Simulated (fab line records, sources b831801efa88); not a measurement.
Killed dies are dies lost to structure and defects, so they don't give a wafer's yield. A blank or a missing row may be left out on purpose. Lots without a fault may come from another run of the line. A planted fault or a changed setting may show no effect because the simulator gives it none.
A struck lot beside a sound one | flow sky130 | 17 steps out of a route of 708
Sound: wafers L688.2, L688.4, L688.6. Struck: wafers L700.2, L700.4, L700.5. The cause comes at the end.
At each step with rows: each side's tool, then ch and its chambers, then its first start. Under that, the readings that differ: sound wafers | struck wafers | difference of the means | sigmas: that difference in standard deviations of wafers without a fault.
alike: readings whose means differ by less than 2 such deviations, and words and numbers that are the same on both sides. not compared: withheld readings, readings that some wafer has no value for, bounds like >300 that may hide the same value, and numbers for which the record gives no deviation and whose values overlap.
The two part at a step that has a row with sigmas, a row that says differs or no value, or rows on one side only. Numbers that don't overlap but have no deviation are shown without sigmas and don't part them. A reading that every wafer of one side lacks parts them only if that side has two wafers or more.

first, 1 step without rows for these wafers: SKY_LDD_N_IMPLANT_15.
SKY_LDD_N_STRIP_16: strips in O2/N2.
  sound on plasma_asher-02 ch 0, day 18 02:28; struck on plasma_asher-02 ch 1, day 23 06:38
  reading                     | sound       | struck      | difference | sigmas
  drypump_motor_current_A (A) | 4.9 4.9 5.0 | 6.1 6.1 6.2 | +1.2       | +3
  alike: oes_product_au, strip_time_to_endpoint_s
  not compared: rf_hours_counter_h
SKY_LDD_N_TW_MEAS_17:
  sound on film_metro-03, day 18 02:34; struck on film_metro-03, day 23 06:45
  alike: LDD_N_TW
then, 7 steps without rows for these wafers: SKY_LDD_P_DEHYDRATE_00 (time 60 s); SKY_LDD_P_HMDS_01 (prime time 60 s); SKY_LDD_P_COAT_02 (resist thk 1140 nm); SKY_LDD_P_SOFTBAKE_03 (time 60 s); SKY_LDD_P_EXPOSE_04 (exposes mask PSDM, target cd 380 nm); SKY_LDD_P_PEB_05; SKY_LDD_P_DEVELOP_06 (develop time 60 s).
SKY_LDD_P_CD_MEAS_07: target cd 380 nm.
  sound on cd_sem-02, day 19 07:17; struck on cd_sem-01, day 24 12:45
  alike: cd_nm
SKY_LDD_P_OVL_MEAS_08:
  sound on overlay-01, day 19 07:24; struck on overlay-01, day 24 12:51
  alike: LDD_P_OVL
SKY_LDD_P_IMPLANT_09:
  sound on implanter-04 ch 0, day 19 07:28; struck on implanter-01 ch 0, day 24 13:13
SKY_LDD_P_STRIP_10: strips in O2/N2.
  sound on plasma_asher-04 ch 0, day 19 07:35; struck on plasma_asher-03 ch 0, day 24 13:21
  reading                     | sound       | struck      | difference | sigmas
  drypump_motor_current_A (A) | 6.7 6.6 6.6 | 5.5 5.5 5.5 | -1.1       | -2
  alike: oes_product_au, strip_time_to_endpoint_s
  not compared: rf_hours_counter_h
SKY_LDD_P_TW_MEAS_11:
  sound on film_metro-02, day 19 07:41; struck on film_metro-02, day 24 13:28
  reading  | sound       | struck      | difference | sigmas
  LDD_P_TW | 622 627 624 | 779 774 778 | +153       | +29
then, 1 step without rows for these wafers: SKY_LDD_HVN_DEHYDRATE_00 (time 60 s).
-- the record jumps here: 25 days lie between the struck wafers' starts before and after (it left off in module LDD_HVN and takes up again in module PAD_OPEN, whose first step shown is number 708 of the route) --
SKY_PAD_OPEN_PROBE_99:
  sound on prober-02, day 46 08:40; struck on prober-02, day 49 20:32
  reading                                 | sound             | struck            | difference | sigmas
  killed_at_front_end                     | 16 19 22          | 13 9 11           | -8         | -2
  model.etest.tip_p.rs_ohm_sq             | 6896 6849 6893    | 3918 3923 3927    | -2957      |
  model.etest.pfet_01v8.r_on_ohm_um       | 2907 2890 2930    | 2664 2649 2653    | -254       |
  model.etest.tip_p.rs_ohm_sq_range       | 145.4 191.5 167.3 | 121.2 139 144     | -33.3      |
  model.etest.pfet_01v8.drive_ua_um       | 192.6 190.4 191.9 | 217.4 217.9 220.5 | +27.0      |
  model.etest.pfet_01v8_hvt.drive_ua_um   | 143.3 143.1 143   | 162 162.7 164.3   | +20        |
  model.etest.sram_pfet_latch.drive_ua_um | 136.6 146.5 140.3 | 159.7 159.7 163.2 | +19.7      |
  model.etest.pfet_01v8_mvt.drive_ua_um   | 151.5 152.2 150   | 163.8 163.6 163.5 | +12.4      |
  model.etest.pfet_01v8_lvt.drive_ua_um   | 171.9 172.5 172.9 | 185.1 185.1 186.6 | +13.2      |
  alike: killed_at_M0_to_M3, killed_at_M4_up, killed_at_contacts, killed_at_other, killed_dies, killed_open, killed_short

WHERE THEY PART
First at SKY_LDD_N_STRIP_16; last, within this record, at SKY_PAD_OPEN_PROBE_99.

WHY: what the simulator had put in
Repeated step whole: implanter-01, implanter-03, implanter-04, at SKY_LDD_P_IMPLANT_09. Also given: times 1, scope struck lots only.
